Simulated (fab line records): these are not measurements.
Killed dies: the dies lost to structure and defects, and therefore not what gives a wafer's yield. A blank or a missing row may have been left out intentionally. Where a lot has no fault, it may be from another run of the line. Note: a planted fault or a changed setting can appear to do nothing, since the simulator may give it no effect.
fab line records	flow sfq-line
record lots=6	wafers=18	last-day=83
route steps=325 shown INCOMING@1 L0@3
lots that met no fault: taken from a fault-free run of the same line
start-h: the number of hours between the record's first day and the start of the first shown wafer of the lot	wait-h: hours since the lot's step before	" the same as in the row above	L1.1+2: a row that stands for several wafers	- value missing, or start not given	* or withheld: withheld	< > ~ a bound
route shown NAME@n: a module of which the file shows steps, and the number in the route of the first	usual: mean/standard deviation of fault-free wafers	same: alike in all rows	chamber/n: place in a boat	sites: readings site by site	_std_site: standard deviation across them	_edge_site: the outer-site mean with the inner-site mean subtracted	radius-mm: for every site, how far away it sits from the centre of the wafer	mask NAME#n: copy n	behind: tool/chamber where the wafer was last shaped	hold: the reason the lot was held/the length of the hold in hours/how it ended	device: the n, p or np transistor that did not switch	end of line: at the end of the route, the tests of the same wafers	where a step has no rows: the recipe by itself	killed: dies that structure and defects cost at the first sort, which is not the same as the wafer's yield	map: a wafer's dies, x killed, . not, _ none there
set.NAME: the setting the step ran with; set.NAME@STEP: the setting that earlier step ran with	model.NAME: the simulator's own value behind a step, which no gauge read
lots at some steps of the route; a table a step, a row a wafer
services: when a tool's chamber went out of use (start-h, in hours from the record's first day, below 0 if earlier), for how many hours, and the reason
## steps
# step SFQ_INCOMING_BOW_MEAS_900
# recipe mode=bow
# usual INCOMING_BOW=1/5.8
lot.wafer	tool	chamber	start-h	wait-h	INCOMING_BOW[um]
L613.2	film-metro-01	-	20.02	-	-9
L613.5	"	-	"	"	-2
L613.6	"	-	"	"	-2
L617.1	film-metro-01	-	40.00	-	1
L617.2	"	-	"	"	-2
L617.5	"	-	"	"	3
L618.2	film-metro-02	-	45.02	-	3
L618.4	"	-	"	"	-6
L618.6	"	-	"	"	-2
L620.2	film-metro-01	-	55.02	-	-5
L620.4	"	-	"	"	-2
L620.5	"	-	"	"	-1
L632.1	film-metro-02	-	115.00	-	-6
L632.4	"	-	"	"	1
L632.5	"	-	"	"	8
L634.2	film-metro-04	-	125.02	-	0
L634.5	"	-	"	"	-2
L634.6	"	-	"	"	4
# step SFQ_TRILAYER_INCOMING_OXIDATION_002
# recipe temp-c=1000	ambient=H2O	target-thk-a=5000	p-h2o-torr=720	ox-time-s=4939
# step SFQ_TRILAYER_L0_DEP_SPUTTER_003
# recipe material=MoNx_KI	base-pressure-pa=1.33e-06	target-thk-nm=40	power-w=800	time-s=100	chamber-pressure-pa=0.4
# usual base-pressure-pa=1.34e-06/7.2e-08	throttle-valve-pct=29.9/1.1
lot.wafer	tool	chamber	start-h	wait-h	base-pressure-pa	throttle-valve-pct
L613.2	pvd-sputter-05	-	22.49	0.0	1.3e-06	30.0
L613.5	"	-	"	"	1.31e-06	30.1
L613.6	"	-	"	"	1.23e-06	29.0
L617.1	pvd-sputter-06	-	42.49	0.0	1.32e-06	30.8
L617.2	"	-	"	"	1.36e-06	28.1
L617.5	"	-	"	"	1.21e-06	28.6
L618.2	pvd-sputter-06	-	47.49	0.0	1.37e-06	27.9
L618.4	"	-	"	"	1.39e-06	28.9
L618.6	"	-	"	"	1.28e-06	28.1
L620.2	pvd-sputter-03	-	57.49	0.0	1.21e-06	30.3
L620.4	"	-	"	"	1.43e-06	31.5
L620.5	"	-	"	"	1.25e-06	30.9
L632.1	pvd-sputter-05	-	117.49	0.0	1.38e-06	30.1
L632.4	"	-	"	"	1.35e-06	29.1
L632.5	"	-	"	"	1.38e-06	29.0
L634.2	pvd-sputter-06	-	127.49	0.0	1.34e-06	28.8
L634.5	"	-	"	"	1.31e-06	28.2
L634.6	"	-	"	"	1.31e-06	31.1
# step SFQ_L0_RS_MEAS_901
# recipe thk-meas-gauge=four-point-probe	reads=MoNx_KI_of_TRILAYER_L0_DEP_SPUTTER_003
# usual L0_MONX_KI_RS=43.4/0.52
lot.wafer	tool	chamber	start-h	wait-h	L0_MONX_KI_RS[ohm/sq]
L613.2	film-metro-04	-	22.58	0.1	43.2
L613.5	"	-	"	"	43.0
L613.6	"	-	"	"	43.1
L617.1	film-metro-03	-	42.56	0.0	44.1
L617.2	"	-	"	"	43.5
L617.5	"	-	"	"	43.2
L618.2	film-metro-01	-	47.58	0.1	44.5
L618.4	"	-	"	"	43.4
L618.6	"	-	"	"	44.2
L620.2	film-metro-01	-	57.58	0.1	44.0
L620.4	"	-	"	"	44.3
L620.5	"	-	"	"	44.1
L632.1	film-metro-01	-	117.56	0.0	43.0
L632.4	"	-	"	"	42.5
L632.5	"	-	"	"	42.2
L634.2	film-metro-04	-	127.58	0.1	43.0
L634.5	"	-	"	"	43.2
L634.6	"	-	"	"	43.4
# step SFQ_L0_THK_MEAS_902
# recipe thk-meas-gauge=xrf	reads=MoNx_KI_of_TRILAYER_L0_DEP_SPUTTER_003
# usual L0_MONX_KI_THK=40.0/0.5
lot.wafer	tool	chamber	start-h	wait-h	L0_MONX_KI_THK[nm]
L613.2	film-metro-04	-	22.69	0.1	40.0
L613.5	"	-	"	"	40.3
L613.6	"	-	"	"	40.3
L617.1	film-metro-03	-	42.68	0.1	39.2
L617.2	"	-	"	"	39.7
L617.5	"	-	"	"	40.2
L618.2	film-metro-01	-	47.69	0.1	39.3
L618.4	"	-	"	"	40.2
L618.6	"	-	"	"	39.4
L620.2	film-metro-01	-	57.69	0.1	39.8
L620.4	"	-	"	"	39.1
L620.5	"	-	"	"	39.4
L632.1	film-metro-01	-	117.68	0.1	40.2
L632.4	"	-	"	"	40.6
L632.5	"	-	"	"	40.8
L634.2	film-metro-04	-	127.69	0.1	40.3
L634.5	"	-	"	"	40.1
L634.6	"	-	"	"	40.0
# step SFQ_TRILAYER_L0_LITHO_COAT_010
# recipe resist=BARC	spin-rpm=3000	resist-thk-nm=62
# step SFQ_TRILAYER_L0_LITHO_COAT_005
# recipe resist=KrF	spin-rpm=3000	resist-thk-nm=600
lot.wafer	tool	chamber	start-h	wait-h	model.KrF_of_TRILAYER_L0_LITHO_COAT_005.thk-nm
L613.2	litho-track-04	0	23.09	0.2	597
L613.5	"	0	"	"	597.4
L613.6	"	0	"	"	596.7
L617.1+2	litho-track-03	0	43.04	0.2	600.8
L617.5	"	0	"	"	602.1
L618.2	litho-track-02	0	48.09	0.2	713.7
L618.4	"	0	"	"	603.1
L618.6	"	0	"	"	601.4
L620.2	litho-track-02	0	58.09	0.2	711.6
L620.4	"	0	"	"	600.9
L620.5	"	0	"	"	602.1
L632.1	litho-track-02	0	118.04	0.2	597.7
L632.4	"	0	"	"	600.1
L632.5	"	0	"	"	599
L634.2	litho-track-04	0	128.13	0.2	599.7
L634.5	"	0	"	"	599.9
L634.6	"	0	"	"	600.8
# step SFQ_TRILAYER_L0_LITHO_SOFTBAKE_009
# recipe temp-c=withheld	time-s=withheld	resist=KrF
# step SFQ_TRILAYER_L0_LITHO_EXPOSE_006
# recipe mask-id=L0	na=0.6	source-shape=conventional	sigma-outer=0.65	target-cd-nm=2000	dose-mj=14.4
# step SFQ_TRILAYER_L0_LITHO_PEB_008
# recipe peb-temp-c=115	peb-time-s=60	resist=KrF
# step SFQ_TRILAYER_L0_LITHO_DEVELOP_007
# recipe time-s=60	resist=KrF
# step SFQ_TRILAYER_L0_BARC_OPEN_METAL_ETCH_010
# recipe mask-material=PR	chemistry=O2	target-depth-nm=125	target=BARC	icp-w=600	bias-w=80	pressure-mtorr=10	time-s=41.7
# usual drypump-motor-current-A=5.8/0.56	he-backside-leak-sccm=3.39/0.29	oes-product-au=0.685/0.0044
lot.wafer	tool	chamber	start-h	wait-h	drypump-motor-current-A	he-backside-leak-sccm	oes-product-au	rf-hours-counter-h
L613.2	rie-metal-01	0	91.22	0.1	5.9	3.27	0.687	78
L613.5	"	1	"	"	6.0	2.95	0.686	-
L613.6	"	0	"	"	5.9	3.29	0.687	-
L617.1	rie-metal-01	0	116.98	0.1	5.9	2.99	0.681	82
L617.2	"	1	"	"	6.1	3.28	0.689	136
L617.5	"	0	"	"	5.8	3.24	0.678	-
L618.2	rie-metal-02	1	121.78	0.1	6.0	3.27	0.682	85
L618.4	"	0	"	"	4.8	3.53	0.691	-
L618.6	"	0	"	"	4.9	3.58	0.680	-
L620.2	rie-metal-03	1	127.80	0.1	6.5	3.50	0.681	-
L620.4	"	1	"	"	6.5	3.36	0.680	-
L620.5	"	1	"	"	6.5	3.32	0.690	-
L632.1	rie-metal-01	0	202.11	0.1	5.9	3.26	0.686	98
L632.4	"	0	"	"	5.9	3.27	0.687	-
L632.5	"	0	"	"	5.9	3.32	0.688	-
L634.2	rie-metal-03	1	215.79	0.1	6.4	3.46	0.694	-
L634.5	"	1	"	"	6.4	3.52	0.685	-
L634.6	"	1	"	"	6.4	3.47	0.678	-
# step SFQ_TRILAYER_L0_ETCH_METAL_ETCH_008
# recipe target=MoNx_KI	stop-on=SiO2	mask-material=PR	chemistry=SF6/O2	target-depth-nm=50	icp-w=600	bias-w=80	pressure-mtorr=10	time-s=25
# usual drypump-motor-current-A=5.8/0.56	he-backside-leak-sccm=3.41/0.28	oes-product-au=0.875/0.0075
lot.wafer	tool	chamber	start-h	wait-h	drypump-motor-current-A	he-backside-leak-sccm	oes-product-au	rf-hours-counter-h	model.KrF_of_TRILAYER_L0_LITHO_COAT_005.thk-nm
L613.2	rie-metal-01	0	91.27	0.0	5.9	3.16	0.874	78	478
L613.5	"	1	"	"	6.0	3.39	0.879	-	478.6
L613.6	"	0	"	"	5.9	3.38	0.883	-	478.1
L617.1	rie-metal-01	0	117.04	0.0	5.8	3.22	0.870	82	481.4
L617.2	"	1	"	"	6.1	3.17	0.867	136	482.6
L617.5	"	0	"	"	5.9	3.21	0.883	-	482.9
L618.2	rie-metal-02	1	121.84	0.0	6.0	3.48	0.866	85	596.6
L618.4	"	0	"	"	4.8	3.67	0.877	-	485
L618.6	"	0	"	"	4.8	3.37	0.863	-	483.4
L620.2	rie-metal-03	1	127.92	0.1	6.5	3.17	0.868	-	594.9
L620.4	"	1	"	"	6.5	3.28	0.867	-	485
L620.5	"	1	"	"	6.5	3.31	0.864	-	485.8
L632.1	rie-metal-01	0	202.17	0.0	5.9	3.16	0.883	98	479.1
L632.4	"	0	"	"	5.9	3.27	0.881	-	482.1
L632.5	"	0	"	"	5.9	3.22	0.887	-	481.6
L634.2	rie-metal-03	1	215.90	0.1	6.4	3.60	0.875	-	483.3
L634.5	"	1	"	"	6.4	3.62	0.875	-	484.1
L634.6	"	1	"	"	6.4	3.51	0.876	-	484.6
# step SFQ_TRILAYER_L0_STRIP_STRIP_009
# recipe gas=O2	power-w=200	platen-temp-c=40	overash-fraction=0.65	chemistry=O2	pressure-mtorr=50
# usual drypump-motor-current-A=5.8/0.56	he-backside-leak-sccm=3.40/0.28	oes-product-au=0.997/0.0091
lot.wafer	tool	chamber	start-h	wait-h	drypump-motor-current-A	he-backside-leak-sccm	oes-product-au	rf-hours-counter-h
L613.2	rie-metal-01	0	91.32	0.0	5.8	3.23	0.991	78
L613.5	"	1	"	"	6.0	3.24	0.993	-
L613.6	"	0	"	"	5.9	3.20	0.998	-
L617.1	rie-metal-01	0	117.09	0.0	5.9	3.19	1.015	82
L617.2	"	1	"	"	6.0	3.44	0.996	136
L617.5	"	0	"	"	5.9	3.20	1.010	-
L618.2	rie-metal-02	1	121.89	0.0	6.0	3.36	1.001	85
L618.4	"	0	"	"	4.8	3.47	1.006	-
L618.6	"	0	"	"	4.8	3.41	1.009	-
L620.2	rie-metal-03	1	128.20	0.3	6.4	3.34	0.979	-
L620.4	"	1	"	"	6.4	3.44	0.975	-
L620.5	"	1	"	"	6.4	3.42	0.979	-
L632.1	rie-metal-01	0	202.21	0.0	5.9	3.18	0.994	98
L632.4	"	0	"	"	5.8	3.37	0.996	-
L632.5	"	0	"	"	5.9	3.36	0.996	-
L634.2	rie-metal-03	1	216.18	0.3	6.4	3.47	0.978	-
L634.5	"	1	"	"	6.4	3.37	0.985	-
L634.6	"	1	"	"	6.4	3.42	0.981	-
## services
tool	chamber	start-h	hours	kind
pvd-sputter-05	-	46.61	1.8	repair
rie-metal-02	-	47.64	1.4	pm
pvd-sputter-06	-	49.47	1.5	repair
pvd-sputter-03	3	100.30	-	consumable-replace:kit
pvd-sputter-03	3	100.30	18.0	scheduled-down
pvd-sputter-03	3	100.30	18.0	vent-cycle
rie-metal-03	0	102.60	143.8	repair
rie-metal-01	-	112.10	2.8	pm
pvd-sputter-03	-	134.98	2.4	repair
pvd-sputter-05	-	160.48	3.0	repair
pvd-sputter-03	-	181.83	0.6	repair
pvd-sputter-03	-	194.26	1.2	repair
rie-metal-02	1	211.05	1.7	repair
rie-metal-01	1	216.92	7.1	repair
## key
first-sign none at tools or gauges
model-effect step=SFQ_TRILAYER_L0_LITHO_COAT_005	value=KrF_of_TRILAYER_L0_LITHO_COAT_005.thk-nm	without=601.1	struck=712.7
model-effect step=SFQ_TRILAYER_L0_ETCH_METAL_ETCH_008	value=KrF_of_TRILAYER_L0_LITHO_COAT_005.thk-nm	without=484.2	struck=595.8
met-at SFQ_TRILAYER_L0_LITHO_COAT_005
struck-wafers L618.2,L620.2
fault kind=process-parameter-drift	tool=litho-track-02	chamber=-	onset-h=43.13	steps=SFQ_TRILAYER_L0_LITHO_COAT_005	channel=resist-thk-nm	offset=111.39	shape=step	end-h=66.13	scope=struck-wafers-only	acts-in=these-recipes-only	stated=600
